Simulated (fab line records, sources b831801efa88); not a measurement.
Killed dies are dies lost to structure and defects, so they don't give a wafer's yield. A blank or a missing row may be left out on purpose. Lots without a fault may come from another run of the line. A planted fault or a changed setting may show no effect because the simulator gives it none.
fab line records | flow sfq_line
record lots=15 wafers=45 last_day=92
route steps=325 shown M6@260
lots that met no fault: from a run of the same line without faults
start_h: hours from the record's first day to the start of the lot's first wafer shown | wait_h: hours since the lot's step before | " the same as in the row above | L1.1+2: a row that stands for several wafers | - no value, or no start given | * or withheld: withheld | < > ~ a bound
route shown NAME@n: a module of which the file shows steps, and the number in the route of the first | usual: mean/standard deviation of fault-free wafers | same: alike in all rows | chamber/n: place in a boat | sites: the reading at each site | _std_site: their standard deviation | _edge_site: outer sites' mean less inner sites' | radius_mm: how far each site lies from the wafer's centre | mask NAME#n: copy n | behind: the tool/chamber that last shaped the wafer | hold: why the lot was held/for how many hours/how that ended | device: the transistor (n, p or np) that didn't switch | end of line: the same wafers' tests at the end of the route | a step without rows: its recipe alone | killed: dies lost to structure and defects at the first sort, not the wafer's yield | map: a wafer's dies, x killed, . not, _ none there
set.NAME: the setting as run; set.NAME@STEP: as run at that earlier step | model.NAME: the simulator's own value behind a step, which no gauge read
steps of the route over a sample of lots; a table a step, a row a wafer
## steps
# step SFQ_TRILAYER_M6_LITHO_DEVELOP_161
# recipe time_s=60 resist=KrF
# usual chill_plate_temp_C=23.02/0.12 exhaust_pa=45.1/0.93 time_s=60/0
# columns lot.wafer tool chamber start_h wait_h chill_plate_temp_C exhaust_pa time_s
L683.3 litho_track-04 0 1757.09 0.1 23.24 46.3 60
L683.5 " 0 " " 23.09 45.9 60
L683.6 " 0 " " 23.06 44.2 60
L684.3 litho_track-04 0 1760.69 0.1 23.10 44.2 60
L684.4 " 0 " " 23.07 45.6 60
L684.5 " 0 " " 23.07 43.9 60
L685.1 litho_track-04 0 1868.42 0.1 22.90 46.9 60
L685.2 " 0 " " 22.95 44.7 60
L685.3 " 0 " " 22.98 44.8 60
L686.1 litho_track-04 0 1870.36 0.1 22.97 46.9 60
L686.3 " 0 " " 22.89 46.1 60
L686.4 " 0 " " 22.96 46.4 60
L687.1 litho_track-03 0 1871.56 0.1 22.93 44.4 60
L687.4 " 0 " " 22.88 42.7 60
L687.6 " 0 " " 22.80 44.4 60
L689.2 litho_track-01 0 1877.59 0.1 23.11 44.6 60
L689.3 " 0 " " 23.16 44.6 60
L689.6 " 0 " " 22.98 45.4 60
L690.3 litho_track-04 0 1881.21 0.1 22.86 45.5 60
L690.5 " 0 " " 23.08 44.7 60
L690.6 " 0 " " 23.06 44.8 60
L691.2 litho_track-03 0 1882.39 0.1 23.05 46.1 60
L691.4 " 0 " " 22.93 47.3 60
L691.6 " 0 " " 23.07 44.8 60
L692.1 litho_track-03 0 1884.76 0.1 23.23 44.1 60
L692.2 " 0 " " 23.26 45.5 60
L692.5 " 0 " " 23.26 44.7 60
L694.1 litho_track-04 0 1889.56 0.1 23.17 45.5 60
L694.4 " 0 " " 23.19 44.5 60
L694.6 " 0 " " 23.09 45.8 60
L695.3 litho_track-04 0 1893.34 0.1 23.05 45.0 60
L695.5 " 0 " " 23.05 43.8 60
L695.6 " 0 " " 23.09 45.8 60
L696.4 litho_track-03 0 1895.76 0.1 23.44 43.9 60
L696.5 " 0 " " 23.13 43.2 60
L696.6 " 0 " " 22.97 45.4 60
L704.3 litho_track-03 - 2038.97 0.1 - - -
L704.5 " - " " - - -
L704.6 " - " " - - -
L705.1 litho_track-01 - 2041.32 0.1 - - -
L705.2 " - " " - - -
L705.6 " - " " - - -
L706.1 litho_track-01 - 2043.72 0.1 - - -
L706.3 " - " " - - -
L706.5 " - " " - - -
## key
first_sign step=SFQ_TRILAYER_M6_LITHO_DEVELOP_161 reading=tool_record direction=missing
effect none on later readings
met_at SFQ_TRILAYER_M6_LITHO_DEVELOP_161
struck_lots L704,L705,L706
onset_between 1895.76 2038.97
fault kind=skipped_step_whole tool=litho_track-01,litho_track-03 chamber=- onset_h=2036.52 steps=SFQ_TRILAYER_M6_LITHO_DEVELOP_161 scope=struck_lots_only
